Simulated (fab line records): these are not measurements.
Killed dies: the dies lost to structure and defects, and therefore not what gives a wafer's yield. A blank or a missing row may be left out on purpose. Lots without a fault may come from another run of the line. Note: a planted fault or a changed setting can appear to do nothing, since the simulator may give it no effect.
Split-lot trial | flow sfq line | 23 wafers read from 5 lots, route of 325 steps

## SPLIT DETAILS
At SFQ_TRILAYER_M7_LITHO_COAT_177 (resist thk 600 nm), the setting resist thk nm was moved away from the recipe's 600 nm on 7 of the 23 wafers read, by -5.3% to -1.9%. All remaining wafers had this setting at the recipe value.

The reading comes from the split's own step.

## THE READING
KrF_of_TRILAYER_M7_LITHO_COAT_177.thk nm (the simulator's own value, which no gauge read), in nm, at SFQ_TRILAYER_M7_LITHO_COAT_177 (resist thk 600 nm). The file does not state a usual value for it. Average 600.6 nm, standard deviation 1.2 nm, over the 16 wafers here run with the recipe.

wafer  | tool, chamber at the split | resist thk nm as run, nm | against the recipe | KrF_of_TRILAYER_M7_LITHO_COAT_177.thk nm, nm | against lot-mates on the recipe
L075.2 | litho track-03, 0          | 600                      | recipe             | 600.5                                        | -
L075.3 | litho track-03, 0          | 600                      | recipe             | 600.8                                        | -
L075.4 | litho track-03, 0          | 600                      | recipe             | 600.8                                        | -
L075.5 | litho track-03, 0          | 600                      | recipe             | 600.6                                        | -
L075.6 | litho track-03, 0          | 600                      | recipe             | 600.3                                        | -
L077.1 | litho track-03, 0          | 600                      | recipe             | 601.4                                        | -
L077.6 | litho track-03, 0          | 600                      | recipe             | 601.4                                        | -
L077.2 | litho track-03, 0          | 587.3                    | -2.1%              | 584.8                                        | -15.8
L077.4 | litho track-03, 0          | 587.3                    | -2.1%              | 587.9                                        | -12.7
L077.5 | litho track-03, 0          | 600                      | recipe             | 599.1                                        | -
L079.1 | litho track-01, 0          | 600                      | recipe             | 599.9                                        | -
L079.4 | litho track-01, 0          | 600                      | recipe             | 599.6                                        | -
L079.6 | litho track-01, 0          | 600                      | recipe             | 598.6                                        | -
L080.1 | litho track-01, 0          | 568.1                    | -5.3%              | 567.9                                        | -34.4
L080.2 | litho track-01, 0          | 600                      | recipe             | 601.7                                        | -
L080.3 | litho track-01, 0          | 568.1                    | -5.3%              | 569.9                                        | -32.4
L080.5 | litho track-01, 0          | 600                      | recipe             | 601.5                                        | -
L080.6 | litho track-01, 0          | 600                      | recipe             | 603.8                                        | -
L084.1 | litho track-01, 0          | 588.6                    | -1.9%              | 588.5                                        | -11.3
L084.2 | litho track-01, 0          | 588.6                    | -1.9%              | 588.6                                        | -11.2
L084.3 | litho track-01, 0          | 600                      | recipe             | 599.8                                        | -
L084.5 | litho track-01, 0          | 600                      | recipe             | 599.8                                        | -
L084.6 | litho track-01, 0          | 588.6                    | -1.9%              | 589.5                                        | -10.3

THE FIT
A straight line over all 23 wafers: KrF_of_TRILAYER_M7_LITHO_COAT_177.thk nm changes by +6.05 nm for each +1% of resist thk nm; r = +0.99; the points scatter about the line by 1.3 nm.
The same after taking each lot's own level away (the mean of its wafers on the recipe; 23 wafers): +6.28 nm for each +1%; r = +1.00; scatter 0.98 nm.
On that fit, the largest move of resist thk nm shifts the reading by 33 nm.
Across the lots, their own levels run from 599.37 to 602.33 nm, a range of 2.5 times the standard deviation given above.
Hence the lot-to-lot level has little effect on the slope; both slopes agree.
Check: with one of the wafers moved furthest among these (-5.3%) left out of the fit, the line predicts -32.7 nm for it against its lot-mates. It came out at -34.4 nm against them.

## ADDITIONAL SPLITS CARRIED BY THESE WAFERS
These wafers also went through other splits before the reading. Each is held against what the fit with the lots' levels taken away leaves over:
other split on the same wafers                  | wafers away from the commonest value | r with KrF_of_TRILAYER_M7_LITHO_COAT_177.thk nm (lot level and that fit taken away)
SFQ_TRILAYER_JJ_CE_ETCH_RIE_118 bias w          | 7                                    | +0.12
SFQ_TRILAYER_M5_LITHO_EXPOSE_124 dose mj        | 6                                    | +0.05
SFQ_TRILAYER_R5_LITHO_EXPOSE_137 dose mj        | 8                                    | +0.48
SFQ_TRILAYER_R5_BARC_OPEN_METAL_ETCH_177 time s | 10                                   | +0.27
SFQ_TRILAYER_I5_BARC_OPEN_VIA_ETCH_200 time s   | 7                                    | +0.54
SFQ_TRILAYER_C5_LITHO_COAT_156 resist thk nm    | 10                                   | -0.07
SFQ_TRILAYER_M6_LITHO_COAT_159 resist thk nm    | 8                                    | -0.07
SFQ_TRILAYER_M6_LITHO_EXPOSE_160 dose mj        | 8                                    | +0.01
SFQ_TRILAYER_I6_VIA_LITHO_PEB_172 peb time s    | 11                                   | +0.04

## THE WHOLE CHAIN: every reading that the file lists as answering this split, in the file's order
step                                | what it does                                                        | reading                                                                                   | change (the file's fit)                                                                             | r (the file's)
SFQ_TRILAYER_M7_LITHO_COAT_177      | resist thk 600 nm                                                   | KrF_of_TRILAYER_M7_LITHO_COAT_177.thk nm (the simulator's own value, which no gauge read) | +6.29 nm for each +1% of the setting                                                                | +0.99
SFQ_TRILAYER_M7_ETCH_METAL_ETCH_180 | etches Nb in Cl2/Ar, stops on SiO2, target depth 240 nm, time 120 s | KrF_of_TRILAYER_M7_LITHO_COAT_177.thk nm (the simulator's own value, which no gauge read) | +6.34 nm for each +1% of the setting, in a fit together with time s@TRILAYER_M7_ETCH_METAL_ETCH_180 | 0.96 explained

## THE FILE'S OWN FIT
KrF_of_TRILAYER_M7_LITHO_COAT_177.thk nm changes by +6.29 nm for each +1% of resist thk nm, r = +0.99.
